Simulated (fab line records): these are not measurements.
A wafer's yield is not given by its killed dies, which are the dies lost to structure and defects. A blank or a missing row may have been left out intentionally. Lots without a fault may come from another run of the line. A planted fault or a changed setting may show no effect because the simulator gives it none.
Comparing a struck lot with a sound one + flow sky130 + 16 out of 708 route steps
Sound: wafers L760.2, L760.3, L760.6. The struck wafers were L774.2, L774.3, L774.4. Last of all comes the cause.
For every step that has rows: the tool of each side, followed by ch and its chambers, followed by its first start. Under that, the readings that differ: sound wafers + struck wafers + difference of the means + sigmas: that difference in standard deviations of wafers without a fault.
alike: readings with means less than 2 such deviations apart, plus words and numbers identical on both sides. not compared: withheld readings, readings lacking a value on some wafer, bounds such as >300 that could conceal the same value, and numbers that have no deviation in the record and whose values overlap.
Wherever a step has rows on one side only, a row that says differs or no value, or a row with sigmas, the two part there. Non-overlapping numbers with no deviation appear without sigmas and do not part them. A reading missing from all wafers of one side parts the sides only when that side holds two or more wafers.

SKY_SPACER_THK_MEAS_01:
  sound on filmMetro-04 at day 25 09:47; struck on filmMetro-01 at day 29 14:25
  alike: SPACER_CVD_00_THK
SKY_SPACER_ETCHBACK_02: etches Si3N4 in CH3F/O2, stops on SiO2, time 46.7 s, target depth 45 nm.
  sound on rieDiel-02 ch 0,1,2, day 25 09:50; struck on rieDiel-04 ch 0,2,3, day 29 14:28
| reading                  | sound       | struck      | difference | sigmas |
|--------------------------|-------------|-------------|------------|--------|
| drypumpMotorCurrentA (A) | 4.7 4.9 4.8 | 6.3 5.5 5.9 | +1.1       | +2     |
  alike: ch3fFlowSccm, oesProductAu, throttleValvePct
  not compared: rfHoursCounterH
then, 8 steps without rows for these wafers: SKY_POLY_CUT_DEHYDRATE_00 (time 60 s); SKY_POLY_CUT_HMDS_01 (prime time 60 s); SKY_POLY_CUT_COAT_02 (resist thk 60 nm); SKY_POLY_CUT_COAT_03 (resist thk 450 nm); SKY_POLY_CUT_SOFTBAKE_04 (time 90 s); SKY_POLY_CUT_EXPOSE_05 (exposes mask NPCM, target cd 270 nm); SKY_POLY_CUT_PEB_06; SKY_POLY_CUT_DEVELOP_07 (develop time 60 s).
SKY_POLY_CUT_CD_MEAS_08: target cd 270 nm.
  sound on cdSem-01 at day 26 14:21; struck on cdSem-01 at day 30 18:11
| reading   | sound             | struck            | difference | sigmas |
|-----------|-------------------|-------------------|------------|--------|
| cdNm (nm) | 271.8 272.1 272.0 | 267.9 267.4 266.9 | -4.6       | -3     |
SKY_POLY_CUT_OVL_MEAS_09:
  sound on overlay-02 at day 26 14:27; struck on overlay-02 at day 30 18:17
  alike: POLY_CUT_OVL
SKY_POLY_CUT_ETCH_10: etches BARC in N2/H2, stops on SiO2, time 45.9 s, target depth 60 nm.
  sound on rieDiel-03 ch 1,2,3, day 26 14:29; struck on rieDiel-03 ch 0,1,3, day 30 18:19
| reading                                        | sound             | struck            | difference | sigmas |
|------------------------------------------------|-------------------|-------------------|------------|--------|
| rfFwdPowerW (W)                                | 493.9 491.3 490.0 | 418.3 412.2 412.5 | -77.4      | -31    |
| model.KrF-thick_of_POLY_CUT_COAT_03.thkNm (nm) | 407 407.3 406.4   | 412.4 410.8 412.2 | +4.9       |        |
  alike: drypumpMotorCurrentA, oesProductAu, throttleValvePct
  not compared: rfHoursCounterH
SKY_POLY_CUT_ETCH_11: etches Si3N4 in CF4/CH2F2/Ar, stops on poly-Si, time 42.5 s, target depth 60 nm.
  sound on rieDiel-03 ch 1,2,3, day 26 14:32; struck on rieDiel-03 ch 0,1,3, day 30 18:22
  alike: drypumpMotorCurrentA, mfcArSccm, oesProductAu, rfFwdPowerW, throttleValvePct
  not compared: rfHoursCounterH
SKY_POLY_CUT_STRIP_12: strips in O2/N2.
  sound on plasmaAsher-04 ch 0,1, day 26 14:34; struck on plasmaAsher-03 ch 0,1, day 30 18:24
| reading                  | sound             | struck            | difference | sigmas |
|--------------------------|-------------------|-------------------|------------|--------|
| stripTimeToEndpointS (s) | 5.367 5.353 5.327 | 5.386 5.394 5.383 | +0.039     | +3     |
  alike: drypumpMotorCurrentA, oesProductAu
  not compared: rfHoursCounterH
then, 1 step without rows for these wafers: SKY_SD_P_DEHYDRATE_00 (time 60 s).

## WHERE THEY PART
Last at SKY_POLY_CUT_STRIP_12 as far as this record goes, first at SKY_SPACER_ETCHBACK_02.

WHY: whatever the simulator had introduced
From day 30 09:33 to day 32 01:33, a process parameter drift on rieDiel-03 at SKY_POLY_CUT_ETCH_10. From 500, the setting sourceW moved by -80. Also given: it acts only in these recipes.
